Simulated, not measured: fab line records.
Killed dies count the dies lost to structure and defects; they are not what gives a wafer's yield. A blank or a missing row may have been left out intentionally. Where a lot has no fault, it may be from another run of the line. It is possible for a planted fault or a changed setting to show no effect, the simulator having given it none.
Chamber matching -- flow gf180mcu -- GF_V1_ETCH_16 on rieDiel-03 has 4 sister chambers
The step etches BARC in N2/H2. 14 wafers are shown with their chamber, then 7 later ones without.

WAFERS PAIRED WITH THEIR CHAMBERS
wafer,chamber,drypumpMotorCurrentA (A),oesProductAu (a.u.),throttleValvePct (%)
L485.2,2,5.1,0.855,13.216
L485.3,0,5.0,0.849,13.232
L485.6,3,5.5,0.848,13.229
L488.1,1,6.5,0.855,13.243
L488.2,2,5.1,0.853,13.235
L488.4,3,5.6,0.851,13.214
L490.1,3,5.5,0.851,13.234
L490.4,1,6.4,0.855,13.228
L490.5,0,5.0,0.856,13.212
L495.1,2,5.1,0.843,13.233
L495.2,0,5.0,0.860,13.226
L495.6,3,5.5,0.855,13.234
L500.1,2,5.1,0.854,13.225
L500.3,0,5.0,0.857,13.232

SIGNATURES (averages over the wafers above)
reading,chamber 0,chamber 1,chamber 2,chamber 3,scatter within a chamber
drypumpMotorCurrentA,5.000,6.450,5.100,5.525,0.0354
oesProductAu,0.85550,0.85500,0.85125,0.85125,0.00427
throttleValvePct,13.22550,13.23550,13.22725,13.22775,0.00934
Rule: for each reading, subtract the chamber's mean from the wafer's reading, divide by that reading's scatter and square the result; add these up over the readings and take the root, which gives the wafer's distance from the chamber. If the next closest chamber is less than 2 further off than the closest, the wafer can't be placed; otherwise it belongs to the closest. The scatter is the square root of a quotient: the sum, over the shown wafers, of each reading's squared deviation from its chamber's mean, divided by wafers minus chambers.

WAFERS WHOSE CHAMBER IS MISSING
wafer,drypumpMotorCurrentA (A),oesProductAu (a.u.),throttleValvePct (%)
L500.5,5.0,0.857,13.232
L503.1,5.5,0.854,13.225
L503.3,5.1,0.851,13.223
L503.4,6.4,0.853,13.227
L505.2,5.1,0.856,13.232
L505.5,5.0,0.855,13.233
L505.6,5.5,0.851,13.229

CHAMBER TAKEN BY EACH
wafer,from the rows above,in truth
L500.5,0,0
L503.1,3,3
L503.3,2,2
L503.4,1,1
L505.2,can't be placed: 2 or 0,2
L505.5,0,0
L505.6,3,3
6 of 7 placed correctly. Cannot be placed on the basis of these rows: 1; the candidates contain the true chamber in 1. 0 placed wrongly.
